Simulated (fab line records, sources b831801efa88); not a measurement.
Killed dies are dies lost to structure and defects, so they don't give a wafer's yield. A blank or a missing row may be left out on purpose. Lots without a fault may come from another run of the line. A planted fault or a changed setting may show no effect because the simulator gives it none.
Which tool did it? | flow sky130 | 14 lots, 42 wafers sampled, at 4 steps of a route of 708

WHAT THE GAUGES READ, wafer by wafer
SKY_VIA3_CD_MEAS_12: target cd 200 nm.
lot  | measured     | on        | cd_nm (nm)
L985 | day 39 19:23 | cd_sem-02 | 201.3 202.5 201.3
L986 | day 40 07:34 | cd_sem-02 | 199.6 199.9 200.1
L989 | day 41 08:19 | cd_sem-01 | 199.6 199.7 200.4
L992 | day 42 12:46 | cd_sem-02 | 201.4 201.5 200.7
L994 | day 42 15:15 | cd_sem-01 | 202.7 201.0 201.5
L996 | day 43 04:04 | cd_sem-02 | 202.2 201.0 200.8
L997 | day 43 14:05 | cd_sem-01 | 201.5 201.4 201.8
L998 | day 43 20:02 | cd_sem-01 | 200.1 200.1 200.0
L999 | day 43 22:30 | cd_sem-02 | 201.6 201.5 201.1
L100 | day 44 04:08 | cd_sem-01 | 202.2 202.0 202.7
L101 | day 44 13:55 | cd_sem-02 | 197.2 196.4 196.4
L102 | day 44 22:08 | cd_sem-01 | 198.9 197.1 199.0
L103 | day 45 09:41 | cd_sem-02 | 200.0 201.7 199.0
L107 | day 45 21:25 | cd_sem-02 | 201.5 200.3 201.1

SKY_METAL4_OVL_MEAS_14.
lot  | measured     | on         | METAL4_OVL (nm)
L985 | day 41 21:08 | overlay-01 | 9 7 6
L986 | day 42 09:37 | overlay-02 | -7 -4 -7
L989 | day 43 10:23 | overlay-02 | 0 -1 -9
L992 | day 44 12:29 | overlay-02 | -6 0 4
L994 | day 44 15:05 | overlay-01 | 2 -8 -3
L996 | day 45 03:23 | overlay-01 | -5 -13 -10
L997 | day 45 12:20 | overlay-01 | 4 -7 0
L998 | day 45 16:57 | overlay-02 | -8 -7 -10
L999 | day 45 21:11 | overlay-02 | -2 -2 -4
L100 | day 46 01:59 | overlay-02 | -2 -4 0
L103 | day 47 05:29 | overlay-01 | -1 -10 -9
L107 | day 47 15:26 | overlay-02 | -3 -5 -6

WHICH TOOL RAN EACH LOT (tool, then ch and the chambers of the sampled wafers, then the start)
lot  | SKY_CAP2M_DEVELOP_11              | SKY_CAP2M_METAL_ETCH_13
L985 | litho_track-01 ch 0, day 40 20:31 | rie_metal-01 ch 0,1, day 40 20:42
L986 | litho_track-02 ch 0, day 41 09:07 | rie_metal-04 ch 0,1, day 41 09:15
L989 | litho_track-02 ch 0, day 42 09:49 | rie_metal-01 ch 1, day 42 09:59
L992 | litho_track-03 ch 0, day 43 13:25 | rie_metal-03 ch 0, day 43 13:36
L994 | litho_track-03 ch 0, day 43 15:58 | rie_metal-03 ch 0,1, day 43 16:07
L996 | litho_track-03 ch 0, day 44 04:32 | rie_metal-01 ch 0, day 44 04:43
L997 | litho_track-03 ch 0, day 44 14:28 | rie_metal-03 ch 0,1, day 44 14:39
L998 | litho_track-03 ch 0, day 44 18:58 | rie_metal-01 ch 0,1, day 44 19:07
L999 | litho_track-02 ch 0, day 44 22:35 | rie_metal-04 ch 0,1, day 44 22:45
L100 | litho_track-02 ch 0, day 45 03:40 | rie_metal-01 ch 0,1, day 45 03:50
L101 | litho_track-02, day 45 12:49      | rie_metal-01 ch 0,1, day 45 12:59
L102 | litho_track-03, day 45 20:35      | rie_metal-03 ch 0,1, day 45 20:45
L103 | litho_track-03 ch 0, day 46 08:07 | rie_metal-03 ch 1, day 46 08:18
L107 | litho_track-01 ch 0, day 46 18:46 | rie_metal-03 ch 0, day 46 18:57
- SKY_CAP2M_DEVELOP_11: develop time 60 s.
- SKY_CAP2M_METAL_ETCH_13: etches TiN in Cl2/BCl3, stops on SiO2, target depth 220 nm, time 62.9 s.

WHAT THE TOOLS THEMSELVES READ (means of the sampled wafers that have a number; where no wafer has one, the mark that the record gives instead)
SKY_CAP2M_DEVELOP_11.
lot  | tool           | chill_plate_temp_C (C)
L985 | litho_track-01 | 22.83
L986 | litho_track-02 | 23.06
L989 | litho_track-02 | 22.99
L992 | litho_track-03 | 23.14
L994 | litho_track-03 | 22.91
L996 | litho_track-03 | 22.90
L997 | litho_track-03 | 22.97
L998 | litho_track-03 | 22.97
L999 | litho_track-02 | 23.11
L100 | litho_track-02 | 23.04
L101 | litho_track-02 | -
L102 | litho_track-03 | -
L103 | litho_track-03 | 23.00
L107 | litho_track-01 | 23.14

SKY_CAP2M_METAL_ETCH_13.
lot  | tool         | drypump_motor_current_A (A) | oes_product_au (a.u.) | rf_fwd_power_W (W) | throttle_valve_pct (%)
L985 | rie_metal-01 | 5.85                        | 0.935                 | 895                | 21.905
L986 | rie_metal-04 | 5.96                        | 0.935                 | 891                | 21.907
L989 | rie_metal-01 | 5.72                        | 0.941                 | 891                | 21.913
L992 | rie_metal-03 | 5.83                        | 0.941                 | 890                | 21.903
L994 | rie_metal-03 | 5.69                        | 0.938                 | 889                | 21.910
L996 | rie_metal-01 | 6.09                        | 0.947                 | 891                | 21.894
L997 | rie_metal-03 | 5.54                        | 0.945                 | 890                | 21.894
L998 | rie_metal-01 | 5.86                        | 0.942                 | 893                | 21.914
L999 | rie_metal-04 | 5.98                        | 0.935                 | 890                | 21.911
L100 | rie_metal-01 | 5.99                        | 0.942                 | 894                | 21.912
L101 | rie_metal-01 | 5.98                        | 0.944                 | 891                | 21.892
L102 | rie_metal-03 | 5.55                        | 0.941                 | 890                | 21.900
L103 | rie_metal-03 | 5.39                        | 0.955                 | 893                | 21.903
L107 | rie_metal-03 | 5.82                        | 0.952                 | 890                | 21.900

THE ANSWER, worked out from the rows above alone
Rule: what is usual is taken from the lots themselves. Put in order of their means at a reading, lots are off if they are a third of the lots or fewer, leave a main group of 4 or more, and stand apart from it by a gap of 3 or more times the standard deviation of the main group's means; of several such gaps the widest counts. A main group whose means are all the same, to the digits that the tables above print for the reading, isn't used. A lot without any number at a reading at which 4 lots or more have one is off too. The other lots that the step has rows for count as sound. The gauges are gone through in route order, then the tools' own readings, and for those a lot's mean is taken as printed above. The first step at which some lot is off is used, and at that step the reading that is off furthest; a lot without a number counts as furthest.
Off: L101, L102, at SKY_CAP2M_DEVELOP_11 (chill_plate_temp_C). Without a number there: L101, L102. The main group: mean 23.00 C, standard deviation 0.094.
A tool fits if, at that step or a process step before it, it ran every lot that is off, and no sound lot after the first of them. None of those tried fits.

WHAT THE SIMULATOR HAD PUT IN
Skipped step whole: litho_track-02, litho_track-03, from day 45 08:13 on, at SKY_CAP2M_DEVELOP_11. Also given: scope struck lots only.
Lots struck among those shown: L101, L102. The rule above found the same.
